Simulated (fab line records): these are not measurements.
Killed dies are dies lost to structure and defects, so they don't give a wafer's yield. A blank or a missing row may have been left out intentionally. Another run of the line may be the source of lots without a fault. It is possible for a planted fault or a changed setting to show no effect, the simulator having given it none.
Comparing a struck lot with a sound one || flow sky130 || 44 out of 708 route steps
Sound: the wafers L209.1, L209.3, L209.4. Struck: wafer L216.4 (left out: L216.1, L216.2 of the same lot, which were not struck); the cause appears at the end.
For every step that has rows: the tool of each side, followed by ch and its chambers, followed by its first start. Under that, the readings that differ: sound wafers || struck wafers || difference of the means || sigmas: that difference in standard deviations of wafers without a fault.
alike: readings with means less than 2 such deviations apart, plus words and numbers identical on both sides. not compared: withheld readings, readings lacking a value on some wafer, bounds such as >300 that could conceal the same value, and numbers that have no deviation in the record and whose values overlap.
Wherever a step has rows on one side only, a row that says differs or no value, or a row with sigmas, the two part there. Numbers that don't overlap but have no deviation are shown without sigmas and don't part them. A reading missing from all wafers of one side parts the sides only when that side holds two or more wafers.

first, 2 steps without rows for these wafers: SKY_DNWELL_DEVELOP_06 (develop time 60 s); SKY_DNWELL_IMPLANT_07.
SKY_DNWELL_STRIP_08: strips in O2/N2.
  sound on plasma_asher-01 ch 0,1, day 4 14:54; struck on plasma_asher-02 ch 1, day 5 22:55
  alike: drypump_motor_current_A, oes_product_au, strip_time_to_endpoint_s
  not compared: rf_hours_counter_h
SKY_DNWELL_TW_MEAS_09:
  sound: film_metro-02 at day 4 15:00; struck: film_metro-04 at day 5 23:01
{"reading": "DNWELL_TW", "sound": "1111 1114 1110", "struck": 1141, "difference": "+29", "sigmas": "+3"}
then, 7 steps without rows for these wafers: SKY_PWDE_DEHYDRATE_00 (time 60 s); SKY_PWDE_HMDS_01 (prime time 60 s); SKY_PWDE_COAT_02 (resist thk 3000 nm); SKY_PWDE_SOFTBAKE_03; SKY_PWDE_EXPOSE_04 (exposes mask PWDEM, target cd 840 nm); SKY_PWDE_PEB_05; SKY_PWDE_DEVELOP_06 (develop time 60 s).
SKY_PWDE_OVL_MEAS_07:
  sound: overlay-02 at day 5 06:12; struck: overlay-01 at day 6 17:39
  alike: PWDE_OVL
SKY_PWDE_IMPLANT_08:
  sound on implanter-03 ch 0, day 5 06:14; struck on implanter-01 ch 0, day 6 17:41
{"reading": "beam_on_s (s)", "sound": "9.93 10.19 9.82", "struck": 12.61, "difference": "+2.63", "sigmas": "+14"}
{"reading": "faraday_current_uA", "sound": "20.5 19.9 20.6", "struck": 16.1, "difference": -4.2, "sigmas": -11}
SKY_PWDE_STRIP_09: strips in O2/N2.
  sound on plasma_asher-01 ch 0,1, day 5 06:23; struck on plasma_asher-01 ch 0, day 6 17:50
  alike: drypump_motor_current_A, oes_product_au, strip_time_to_endpoint_s
  not compared: rf_hours_counter_h
SKY_PWDE_TW_MEAS_10:
  sound: film_metro-02 at day 5 06:29; struck: film_metro-02 at day 6 17:56
{"reading": "PWDE_TW", "sound": "372 374 372", "struck": 399, "difference": "+26", "sigmas": "+6"}
then, 7 steps without rows for these wafers: SKY_NWELL_DEHYDRATE_03 (time 60 s); SKY_NWELL_HMDS_04 (prime time 60 s); SKY_NWELL_COAT_05 (resist thk 3000 nm); SKY_NWELL_SOFTBAKE_06; SKY_NWELL_EXPOSE_07 (exposes mask NWM, target cd 840 nm); SKY_NWELL_PEB_08; SKY_NWELL_DEVELOP_09 (develop time 60 s).
SKY_NWELL_OVL_MEAS_10:
  sound: overlay-01 at day 6 00:48; struck: overlay-01 at day 7 13:00
  alike: NWELL_00_OVL
then, 3 steps without rows for these wafers: SKY_NWELL_IMPLANT_11; SKY_NWELL_IMPLANT_12; SKY_NWELL_IMPLANT_13.
SKY_NWELL_STRIP_14: strips in O2/N2.
  sound on plasma_asher-03 ch 0,1, day 6 01:17; struck on plasma_asher-01 ch 0, day 7 13:29
  alike: drypump_motor_current_A, oes_product_au, strip_time_to_endpoint_s
  not compared: rf_hours_counter_h
SKY_NWELL_TW_MEAS_15:
  sound: film_metro-03 at day 6 01:23; struck: film_metro-04 at day 7 13:35
{"reading": "NWELL_TW", "sound": "1819 1802 1802", "struck": 1857, "difference": "+49", "sigmas": "+3"}
then, 7 steps without rows for these wafers: SKY_NWELL_DEHYDRATE_16 (time 60 s); SKY_NWELL_HMDS_17 (prime time 60 s); SKY_NWELL_COAT_18 (resist thk 3000 nm); SKY_NWELL_SOFTBAKE_19; SKY_NWELL_EXPOSE_20 (exposes mask NWM COMPLEMENT, target cd 840 nm); SKY_NWELL_PEB_21; SKY_NWELL_DEVELOP_22 (develop time 60 s).
SKY_NWELL_OVL_MEAS_23:
  sound: overlay-01 at day 6 20:30; struck: overlay-02 at day 8 09:59
  alike: NWELL_01_OVL
after that, 1 step had no rows for these wafers: SKY_NWELL_IMPLANT_24.
SKY_NWELL_STRIP_25: strips in O2/N2.
  sound on plasma_asher-03 ch 0,1, day 6 20:41; struck on plasma_asher-04 ch 1, day 8 10:11
  alike: drypump_motor_current_A, oes_product_au, strip_time_to_endpoint_s
  not compared: rf_hours_counter_h
SKY_NWELL_TW_MEAS_26:
  sound: film_metro-02 at day 6 20:47; struck: film_metro-03 at day 8 10:17
  alike: NWELL_2_TW
then, 1 step without rows for these wafers: SKY_NWELL_CLEAN_27 (cleans in SC1/SC2, time 150 s).
SKY_NWELL_RTA_28: time 30 s.
  sound on rtp_anneal-01 ch 0, day 6 20:53; struck on rtp_anneal-02 ch 0, day 8 10:23
  alike: lamp_power_pct, wafer_temp_C_max
SKY_NWELL_RS_MEAS_29: a four-point-probe measurement.
  sound: film_metro-04 at day 6 20:59; struck: film_metro-02 at day 8 10:29
{"reading": "NWELL_RS (ohm/sq)", "sound": "625.5 627.8 627.3", "struck": 621.1, "difference": -5.8, "sigmas": -3}
SKY_NWELL_RS_MEAS_31: a four-point-probe measurement.
  sound: film_metro-04 at day 6 21:14; struck: film_metro-02 at day 8 10:44
{"reading": "PWDE_RS (ohm/sq)", "sound": "5292 5261 5278", "struck": 4417, "difference": -860, "sigmas": -43}
-- the record jumps here: 41 days lie between the struck wafers' starts before and after (it left off in module NWELL and takes up again in module PAD_OPEN, whose first step shown is number 708 of the route) --
SKY_PAD_OPEN_PROBE_99:
  sound: prober-01 at day 47 10:35; struck: prober-02 at day 49 13:10
{"reading": "model.etest.res_p_drift_20v.line_ohm_um", "sound": "1.118e+04 1.082e+04 1.117e+04", "struck": 9342, "difference": -1715, "sigmas": ""}
{"reading": "model.etest.res_p_drift_20v.rs_ohm_sq", "sound": "9397 9033 9252", "struck": 7885, "difference": -1342, "sigmas": ""}
{"reading": "model.etest.res_pwde_under_gate.rs_ohm_sq", "sound": "6129 6110 6133", "struck": 5110, "difference": -1014, "sigmas": ""}
  alike: killed_at_M0_to_M3, killed_at_M4_up, killed_at_contacts, killed_at_front_end, killed_at_other, killed_dies, killed_open, killed_short

== WHERE THEY PART ==
Last at SKY_NWELL_RS_MEAS_31 as far as this record goes, first at SKY_DNWELL_TW_MEAS_09. Later steps at which nothing parts them and some readings are alike: SKY_PAD_OPEN_PROBE_99.

WHY: the cause the simulator had injected
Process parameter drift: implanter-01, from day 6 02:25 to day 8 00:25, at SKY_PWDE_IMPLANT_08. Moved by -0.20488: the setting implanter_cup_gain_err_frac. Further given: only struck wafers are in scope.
